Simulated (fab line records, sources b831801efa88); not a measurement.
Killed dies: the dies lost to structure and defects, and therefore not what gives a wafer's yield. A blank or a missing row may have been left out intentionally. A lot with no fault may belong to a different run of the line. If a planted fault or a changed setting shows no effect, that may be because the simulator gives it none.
A lot that was struck, set against a sound lot :: flow gf180mcu :: 43 steps out of a route of 602
Sound: these wafers, L796.2, L796.4, L796.6. Struck: wafer L805.3. (L805.1, L805.4 of the same lot were not struck and are left out.) The cause comes at the end.
For every step that has rows: the tool of each side, followed by ch and its chambers, followed by its first start. Under that, the readings that differ: sound wafers :: struck wafers :: difference of the means :: sigmas: that difference in standard deviations of wafers without a fault.
alike: a reading whose means differ by less than 2 such deviations, as well as words and numbers matching on both sides. not compared: withheld readings; readings where some wafer has no value; bounds like >300 that might hide an equal value; numbers whose values overlap and for which the record gives no deviation.
A row with sigmas, a row that says differs or no value, or rows on one side alone: a step with any of these is where the two part. Non-overlapping numbers with no deviation appear without sigmas and do not part them. Lack of a reading on every wafer of one side parts them only where that side has two or more wafers.

first, 4 steps without rows for these wafers: GF_V1_SOFTBAKE_10 (time 60 s); GF_V1_EXPOSE_11 (exposes mask Via1, target cd 260 nm); GF_V1_PEB_12 (peb time 90 s); GF_V1_DEVELOP_13 (develop time 60 s).
GF_V1_CD_MEAS_14: the cd target is 260 nm.
  struck on cd sem-01, day 21 10:32; sound on cd sem-01, day 18 07:06
  alike: cd nm
GF_V1_OVL_MEAS_15:
  struck on overlay-01, day 21 10:39; sound on overlay-01, day 18 07:12
  alike: V1_OVL
then, 1 step without rows for these wafers: GF_V1_ETCH_16 (etches BARC in N2/H2).
GF_V1_ETCH_17: etches SiO2 in C4F8/O2/Ar, stops on TiN, target depth 630 nm.
  sound: rie diel-03 ch 0,1,2; struck: rie diel-04 ch 0
  alike: oes product au
then, 4 steps without rows for these wafers: GF_V1_STRIP_18 (strips in O2/N2); GF_V1_STRIP_19 (strips in post etch residue remover, time 1200 s); GF_V1_CLEAN_20 (cleans in DIW); GF_V1_SPUTTER_21 (material Ti, target thk 15 nm, time 80.02 s).
GF_V1_SPUTTER_22: material TiN, target thk 10 nm, time 40 s.
  struck on pvd sputter-02, day 21 11:26; sound on pvd sputter-04, day 18 07:58
  alike: throttle valve pct
then, 1 step without rows for these wafers: GF_V1_CVD_23 (deposits W, target thk 350 nm, time 105.05 s).
GF_V1_RS_MEAS_24: measures by four-point-probe.
  struck on film metro-04, day 21 11:35; sound on film metro-01, day 18 08:08
reading: V1_W_RS (ohm/sq)
sound: 0.330 0.330 0.333
struck: 0.339
difference: +0.008
sigmas: +2
GF_V1_THK_MEAS_25: measures by xrf.
  struck on film metro-04, day 21 11:43; sound on film metro-01, day 18 08:14
  alike: V1_W_THK
GF_V1_CMP_26: polishes, stops on SiO2, t overpolish 15 s, target thk 0 nm.
  sound on cmp-02 ch 0,1,3, day 18 08:20; struck on cmp-01 ch 2, day 21 11:46
reading: motor current A (A)
sound: 12.1 12.7 10.7
struck: 9.6
difference: -2.2
sigmas: -2
  alike: overpolish run s, time to endpoint s
then, 2 steps without rows for these wafers: GF_M2_SPUTTER_00 (material Ti, target thk 37.5 nm, time 150 s); GF_M2_SPUTTER_01 (material TiN, target thk 30 nm, time 25 s).
GF_M2_SPUTTER_02: material AlCu, target thk 450 nm, time 23.9 s.
  struck on pvd sputter-04, day 21 12:12; sound on pvd sputter-01, day 18 08:43
  alike: throttle valve pct
then, 1 step without rows for these wafers: GF_M2_SPUTTER_03 (material Ti, target thk 10 nm, time 6.7 s).
GF_M2_SPUTTER_04: material TiN, target thk 50 nm, time 41.7 s.
  struck on pvd sputter-04, day 21 12:15; sound on pvd sputter-01, day 18 08:46
  alike: throttle valve pct
GF_M2_RS_MEAS_05: measures by four-point-probe.
  struck on film metro-04, day 21 12:17; sound on film metro-04, day 18 08:50
  alike: M2_ALCU_RS
GF_M2_THK_MEAS_06: measures by xrf.
  struck on film metro-04, day 21 12:25; sound on film metro-04, day 18 08:56
  alike: M2_ALCU_THK
then, 7 steps without rows for these wafers: GF_M2_DEHYDRATE_07 (time 60 s); GF_M2_HMDS_08 (prime time 60 s); GF_M2_COAT_09 (resist thk 1000 nm); GF_M2_SOFTBAKE_10 (time 60 s); GF_M2_EXPOSE_11 (exposes mask Metal2, target cd 280 nm); GF_M2_PEB_12 (peb time 90 s); GF_M2_DEVELOP_13 (develop time 60 s).
GF_M2_CD_MEAS_14: the cd target is 280 nm.
  struck on cd sem-01, day 22 11:26; sound on cd sem-02, day 19 09:48
reading: cd nm (nm)
sound: 278.9 279.1 279.6
struck: 282.1
difference: +2.9
sigmas: +3
GF_M2_OVL_MEAS_15:
  struck on overlay-01, day 22 11:34; sound on overlay-01, day 19 09:54
  alike: M2_OVL
then, 5 steps without rows for these wafers: GF_M2_METAL_ETCH_16 (etches the open film in Cl2/BCl3, stops on SiO2, target depth 750.8 nm, time 125.1 s); GF_M2_STRIP_17 (strips in O2/N2); GF_M2_STRIP_18 (strips in post etch residue remover, time 1200 s); GF_M2_CLEAN_19 (cleans in DIW); GF_V2_CVD_00 (deposits SiO2, target thk 600 nm, time 100 s).
GF_V2_THK_MEAS_01:
  struck on film metro-03, day 22 12:20; sound on film metro-03, day 19 10:41
  alike: V2_CVD_00_THK
GF_V2_CVD_02: deposits SiO2 from TEOS, target thk 850 nm, time 94.851 s.
  sound on pecvd-02 ch 0,2, day 19 10:44; struck on pecvd-01 ch 2, day 22 12:24
reading: heater power w (W)
sound: 623 508 557
struck: 816
difference: +253
sigmas: +2
GF_V2_THK_MEAS_03:
  struck on film metro-01, day 22 12:28; sound on film metro-03, day 19 10:49
reading: V2_CVD_02_THK (nm)
sound: 829 860 855
struck: 826
difference: -22
sigmas: -2
then, 1 step without rows for these wafers: GF_V2_CMP_04 (polishes SiO2).
-- the record jumps here: 9 days lie between the struck wafers' starts before and after (it left off in module V2 and takes up again in module PASSIVATION, whose first step shown is number 602 of the route) --
GF_PASSIVATION_PROBE_99:
  the record has rows for the struck wafers here (prober-02, day 31 15:44) and none for the sound ones

== WHERE THEY PART ==
Last at GF_PASSIVATION_PROBE_99 as far as this record goes, first at GF_V1_RS_MEAS_24.

WHY: what had been put in by the simulator
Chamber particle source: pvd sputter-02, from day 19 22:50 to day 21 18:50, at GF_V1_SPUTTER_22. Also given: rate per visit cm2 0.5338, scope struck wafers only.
